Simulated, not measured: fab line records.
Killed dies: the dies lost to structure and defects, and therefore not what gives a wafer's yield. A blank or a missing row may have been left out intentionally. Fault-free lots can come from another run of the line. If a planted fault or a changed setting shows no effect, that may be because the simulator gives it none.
Which tool is to blame? / flow gf180mcu / 11 lots with 33 wafers sampled at 4 steps, on a route of 602 steps

== WHAT EACH GAUGE READ, for each wafer ==
GF_V3_THK_MEAS_03. Usual: V3_CVD_02_THK typically reads 848 nm, with standard deviation 12.
lot=L382; measured=day 21 13:52; on=filmMetro-04; V3_CVD_02_THK (nm)=853 859 873; flag=
lot=L386; measured=day 22 21:47; on=filmMetro-04; V3_CVD_02_THK (nm)=844 832 846; flag=
lot=L387; measured=day 23 11:20; on=filmMetro-03; V3_CVD_02_THK (nm)=853 842 854; flag=
lot=L388; measured=day 24 07:08; on=filmMetro-03; V3_CVD_02_THK (nm)=834 837 851; flag=
lot=L391; measured=day 24 10:50; on=filmMetro-03; V3_CVD_02_THK (nm)=845 858 863; flag=
lot=L392; measured=day 24 23:41; on=filmMetro-03; V3_CVD_02_THK (nm)=830 838 833; flag=
lot=L393; measured=day 25 21:44; on=filmMetro-02; V3_CVD_02_THK (nm)=854 860 855; flag=
lot=L395; measured=day 26 03:31; on=filmMetro-04; V3_CVD_02_THK (nm)=843 843 870; flag=
lot=L396; measured=day 26 20:01; on=filmMetro-02; V3_CVD_02_THK (nm)=848 851 863; flag=
lot=L398; measured=day 26 22:59; on=filmMetro-04; V3_CVD_02_THK (nm)=844 704 856; flag=OFF
lot=L405; measured=day 29 01:28; on=filmMetro-03; V3_CVD_02_THK (nm)=829 843 841; flag=

== TOOL THAT RAN EACH LOT (tool first, then ch and the chambers of the sampled wafers, then the start) ==
lot=L382; GF_M3_SPUTTER_00=pvdSputter-02, day 20 12:44; GF_M3_SPUTTER_04=pvdSputter-02, day 20 12:55; GF_V3_CVD_02=pecvd-01 ch 1,2, day 21 13:48
lot=L386; GF_M3_SPUTTER_00=pvdSputter-02, day 21 21:38; GF_M3_SPUTTER_04=pvdSputter-02, day 21 21:49; GF_V3_CVD_02=pecvd-03 ch 0,1,2, day 22 21:43
lot=L387; GF_M3_SPUTTER_00=pvdSputter-02, day 22 07:38; GF_M3_SPUTTER_04=pvdSputter-02, day 22 07:49; GF_V3_CVD_02=pecvd-01 ch 0,1,2, day 23 11:16
lot=L388; GF_M3_SPUTTER_00=pvdSputter-01, day 23 07:40; GF_M3_SPUTTER_04=pvdSputter-01, day 23 07:50; GF_V3_CVD_02=pecvd-02 ch 0,1,2, day 24 07:04
lot=L391; GF_M3_SPUTTER_00=pvdSputter-02, day 23 11:20; GF_M3_SPUTTER_04=pvdSputter-02, day 23 11:31; GF_V3_CVD_02=pecvd-02 ch 0,1,2, day 24 10:46
lot=L392; GF_M3_SPUTTER_00=pvdSputter-01, day 24 00:14; GF_M3_SPUTTER_04=pvdSputter-01, day 24 00:25; GF_V3_CVD_02=pecvd-03 ch 0,1,2, day 24 23:37
lot=L393; GF_M3_SPUTTER_00=pvdSputter-04, day 24 10:07; GF_M3_SPUTTER_04=pvdSputter-04, day 24 10:17; GF_V3_CVD_02=pecvd-01 ch 1,2, day 25 21:39
lot=L395; GF_M3_SPUTTER_00=pvdSputter-01, day 25 03:46; GF_M3_SPUTTER_04=pvdSputter-01, day 25 03:57; GF_V3_CVD_02=pecvd-01 ch 0,1,2, day 26 03:26
lot=L396; GF_M3_SPUTTER_00=pvdSputter-02, day 26 00:02; GF_M3_SPUTTER_04=pvdSputter-02, day 26 00:13; GF_V3_CVD_02=pecvd-02 ch 0,1,2, day 26 19:56
lot=L398; GF_M3_SPUTTER_00=pvdSputter-01, day 26 02:31; GF_M3_SPUTTER_04=pvdSputter-01, day 26 02:42; GF_V3_CVD_02=pecvd-02 ch 0,1,2, day 26 22:55
lot=L405; GF_M3_SPUTTER_00=pvdSputter-02, day 28 05:34; GF_M3_SPUTTER_04=pvdSputter-02, day 28 05:44; GF_V3_CVD_02=pecvd-03 ch 0,2, day 29 01:23
- GF_M3_SPUTTER_00: material Ti, target thk 37.5 nm, time 150 s.
- GF_M3_SPUTTER_04: material TiN, target thk 50 nm, time 41.7 s.
- GF_V3_CVD_02: deposits SiO2 from TEOS, target thk 850 nm, time 94.851 s.

== WHAT THE TOOLS THEMSELVES READ (means of the sampled wafers that have a number; where no wafer has one, the mark that the record gives instead) ==
GF_M3_SPUTTER_00. Usual: chamberPressurePa 2.000 Pa, standard deviation 0.0038; substrateTempC 200.00 C, standard deviation 0.18; throttleValvePct 29.8 %, standard deviation 0.96.
lot=L382; tool=pvdSputter-02; chamberPressurePa (Pa)=1.995; substrateTempC (C)=199.94; throttleValvePct (%)=29.5; flag=
lot=L386; tool=pvdSputter-02; chamberPressurePa (Pa)=2.000; substrateTempC (C)=199.91; throttleValvePct (%)=29.6; flag=
lot=L387; tool=pvdSputter-02; chamberPressurePa (Pa)=1.997; substrateTempC (C)=200.14; throttleValvePct (%)=29.7; flag=
lot=L388; tool=pvdSputter-01; chamberPressurePa (Pa)=1.998; substrateTempC (C)=199.89; throttleValvePct (%)=30.7; flag=
lot=L391; tool=pvdSputter-02; chamberPressurePa (Pa)=2.007; substrateTempC (C)=200.05; throttleValvePct (%)=30.3; flag=
lot=L392; tool=pvdSputter-01; chamberPressurePa (Pa)=1.997; substrateTempC (C)=200.01; throttleValvePct (%)=30.0; flag=
lot=L393; tool=pvdSputter-04; chamberPressurePa (Pa)=2.002; substrateTempC (C)=199.94; throttleValvePct (%)=29.2; flag=
lot=L395; tool=pvdSputter-01; chamberPressurePa (Pa)=1.999; substrateTempC (C)=200.07; throttleValvePct (%)=30.6; flag=
lot=L396; tool=pvdSputter-02; chamberPressurePa (Pa)=2.004; substrateTempC (C)=200.03; throttleValvePct (%)=30.1; flag=
lot=L398; tool=pvdSputter-01; chamberPressurePa (Pa)=2.003; substrateTempC (C)=200.15; throttleValvePct (%)=30.7; flag=
lot=L405; tool=pvdSputter-02; chamberPressurePa (Pa)=2.000; substrateTempC (C)=199.81; throttleValvePct (%)=30.3; flag=

GF_M3_SPUTTER_04. Usual: chamberPressurePa 0.4000 Pa, standard deviation 0.0008; throttleValvePct 29.8 %, standard deviation 0.96.
lot=L382; tool=pvdSputter-02; chamberPressurePa (Pa)=0.4002; throttleValvePct (%)=29.6; flag=
lot=L386; tool=pvdSputter-02; chamberPressurePa (Pa)=0.3993; throttleValvePct (%)=29.5; flag=
lot=L387; tool=pvdSputter-02; chamberPressurePa (Pa)=0.3990; throttleValvePct (%)=29.6; flag=
lot=L388; tool=pvdSputter-01; chamberPressurePa (Pa)=0.3994; throttleValvePct (%)=30.5; flag=
lot=L391; tool=pvdSputter-02; chamberPressurePa (Pa)=0.4015; throttleValvePct (%)=30.3; flag=
lot=L392; tool=pvdSputter-01; chamberPressurePa (Pa)=0.4001; throttleValvePct (%)=30.2; flag=
lot=L393; tool=pvdSputter-04; chamberPressurePa (Pa)=0.4001; throttleValvePct (%)=29.2; flag=
lot=L395; tool=pvdSputter-01; chamberPressurePa (Pa)=0.3998; throttleValvePct (%)=30.6; flag=
lot=L396; tool=pvdSputter-02; chamberPressurePa (Pa)=0.4000; throttleValvePct (%)=30.2; flag=
lot=L398; tool=pvdSputter-01; chamberPressurePa (Pa)=0.3999; throttleValvePct (%)=30.5; flag=
lot=L405; tool=pvdSputter-02; chamberPressurePa (Pa)=0.3996; throttleValvePct (%)=30.3; flag=

GF_V3_CVD_02. Usual: heaterPowerOuterW 394 W, standard deviation 52; heaterPowerW 682 W, standard deviation 81; runLengthS 122.8 s, standard deviation 0.5.
lot=L382; tool=pecvd-01; heaterPowerOuterW (W)=427; heaterPowerW (W)=702; runLengthS (s)=122.8; flag=
lot=L386; tool=pecvd-03; heaterPowerOuterW (W)=380; heaterPowerW (W)=712; runLengthS (s)=123.1; flag=
lot=L387; tool=pecvd-01; heaterPowerOuterW (W)=424; heaterPowerW (W)=703; runLengthS (s)=122.6; flag=
lot=L388; tool=pecvd-02; heaterPowerOuterW (W)=391; heaterPowerW (W)=658; runLengthS (s)=122.6; flag=
lot=L391; tool=pecvd-02; heaterPowerOuterW (W)=384; heaterPowerW (W)=663; runLengthS (s)=122.8; flag=
lot=L392; tool=pecvd-03; heaterPowerOuterW (W)=412; heaterPowerW (W)=750; runLengthS (s)=122.6; flag=
lot=L393; tool=pecvd-01; heaterPowerOuterW (W)=422; heaterPowerW (W)=698; runLengthS (s)=122.7; flag=
lot=L395; tool=pecvd-01; heaterPowerOuterW (W)=399; heaterPowerW (W)=667; runLengthS (s)=122.9; flag=
lot=L396; tool=pecvd-02; heaterPowerOuterW (W)=404; heaterPowerW (W)=675; runLengthS (s)=122.8; flag=
lot=L398; tool=pecvd-02; heaterPowerOuterW (W)=384; heaterPowerW (W)=630; runLengthS (s)=117.1; flag=OFF
lot=L405; tool=pecvd-03; heaterPowerOuterW (W)=344; heaterPowerW (W)=666; runLengthS (s)=123.6; flag=

== THE ANSWER, worked out from the rows above alone ==
Rule: a lot counts as off when the mean over its wafers that have a number is more than 3 standard deviations away from the usual mean. Also off: a lot with no number at a reading for which 4 or more lots have one. The other lots that the step has rows for count as sound. The gauges are gone through in route order, then the tools' own readings, and for those a lot's mean is taken as printed above. The first step at which some lot is off is used, and at that step the reading that is off furthest; a lot without a number counts as furthest.
Off: L398, seen at GF_V3_THK_MEAS_03 (V3_CVD_02_THK).
If a tool, at a process step before that reading, ran all the lots that are off and no sound lot after the first of them, it fits. The gauges at GF_V3_THK_MEAS_03 aren't tried: what is off there is off at GF_V3_CVD_02 too, on other tools, and a gauge's error can't cause that. 2 tools fit, pvdSputter-01 at GF_M3_SPUTTER_00 and GF_M3_SPUTTER_04 and pecvd-02 at GF_V3_CVD_02, so this cannot tell which one it is.

== WHAT WAS PUT IN BY THE SIMULATOR ==
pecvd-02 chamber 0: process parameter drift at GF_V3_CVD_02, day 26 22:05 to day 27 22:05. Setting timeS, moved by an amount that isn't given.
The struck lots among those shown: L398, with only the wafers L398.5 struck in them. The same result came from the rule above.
